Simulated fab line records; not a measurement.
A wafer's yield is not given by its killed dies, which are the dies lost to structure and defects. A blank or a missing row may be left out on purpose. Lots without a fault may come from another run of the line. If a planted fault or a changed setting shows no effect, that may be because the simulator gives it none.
The tool behind it: which one? :: flow gf180mcu :: 21 wafers from 7 lots sampled at 4 of the route's 602 steps

## WHAT THE GAUGES READ, wafer by wafer
GF_M1_CD_MEAS_14: target cd 230 nm.
lot: L493
measured: day 18 01:00
on: cd-sem-01
cd-nm (nm): 227.9 229.6 228.4

lot: L496
measured: day 19 05:28
on: cd-sem-01
cd-nm (nm): 231.6 230.9 230.7

lot: L499
measured: day 20 09:27
on: cd-sem-02
cd-nm (nm): 230.1 230.4 230.8

lot: L501
measured: day 20 21:08
on: cd-sem-01
cd-nm (nm): 231.1 231.0 231.4

lot: L506
measured: day 22 13:48
on: cd-sem-01
cd-nm (nm): 229.0 230.6 229.8

lot: L508
measured: day 23 09:44
on: cd-sem-01
cd-nm (nm): - - -

lot: L510
measured: day 24 02:41
on: cd-sem-01
cd-nm (nm): 229.1 228.2 229.4

## TOOL THAT RAN EACH LOT (tool first, then ch and the chambers of the sampled wafers, then the start)
lot: L493
GF_CONTACT_SPUTTER_22: pvd-sputter-04, day 17 00:34
GF_M1_SPUTTER_03: pvd-sputter-04, day 17 01:45
GF_M1_PEB_12: litho-track-04 ch 0, day 18 00:39

lot: L496
GF_CONTACT_SPUTTER_22: pvd-sputter-02, day 18 04:29
GF_M1_SPUTTER_03: pvd-sputter-01, day 18 05:20
GF_M1_PEB_12: litho-track-03 ch 0, day 19 05:08

lot: L499
GF_CONTACT_SPUTTER_22: pvd-sputter-04, day 19 08:33
GF_M1_SPUTTER_03: pvd-sputter-04, day 19 09:29
GF_M1_PEB_12: litho-track-02 ch 0, day 20 09:08

lot: L501
GF_CONTACT_SPUTTER_22: pvd-sputter-04, day 19 20:23
GF_M1_SPUTTER_03: pvd-sputter-01, day 19 21:14
GF_M1_PEB_12: litho-track-03 ch 0, day 20 20:47

lot: L506
GF_CONTACT_SPUTTER_22: pvd-sputter-03, day 21 14:05
GF_M1_SPUTTER_03: pvd-sputter-04, day 21 14:56
GF_M1_PEB_12: litho-track-03 ch 0, day 22 13:28

lot: L508
GF_CONTACT_SPUTTER_22: pvd-sputter-03, day 22 07:48
GF_M1_SPUTTER_03: pvd-sputter-03, day 22 10:50
GF_M1_PEB_12: litho-track-03, day 23 09:23

lot: L510
GF_CONTACT_SPUTTER_22: pvd-sputter-04, day 23 02:32
GF_M1_SPUTTER_03: pvd-sputter-01, day 23 03:22
GF_M1_PEB_12: litho-track-02 ch 0, day 24 02:20
- GF_CONTACT_SPUTTER_22: material Ti, target thk 15 nm, time 80.02 s.
- GF_M1_SPUTTER_03: material Ti, target thk 10 nm, time 6.7 s.
- GF_M1_PEB_12: peb time 90 s.

## THE ANSWER, worked out from the rows above alone
Rule: the lots themselves supply what counts as usual. Put in order of their means at a reading, lots are off if they are a third of the lots or fewer, leave a main group of 4 or more, and stand apart from it by a gap of 3 or more times the standard deviation of the main group's means; of several such gaps the widest counts. A main group is skipped when, at the precision printed for the reading in the tables above, its means are all equal. A lot without any number at a reading at which 4 lots or more have one is off too. The other lots that the step has rows for count as sound.
Off, at GF_M1_CD_MEAS_14 on cd-nm: L508. Without a number there: L508. For the main group the mean is 230.0 nm and the standard deviation 0.98.
If a tool, at a process step before that reading, ran all the lots that are off and no sound lot after the first of them, it fits. Gauges at GF_M1_CD_MEAS_14: tried the same way as those tools. Can't be told from this: 2 tools fit, pvd-sputter-03 at GF_CONTACT_SPUTTER_22 and GF_M1_SPUTTER_03, litho-track-03 at GF_M1_PEB_12.

## WHAT THE SIMULATOR HAD PUT IN
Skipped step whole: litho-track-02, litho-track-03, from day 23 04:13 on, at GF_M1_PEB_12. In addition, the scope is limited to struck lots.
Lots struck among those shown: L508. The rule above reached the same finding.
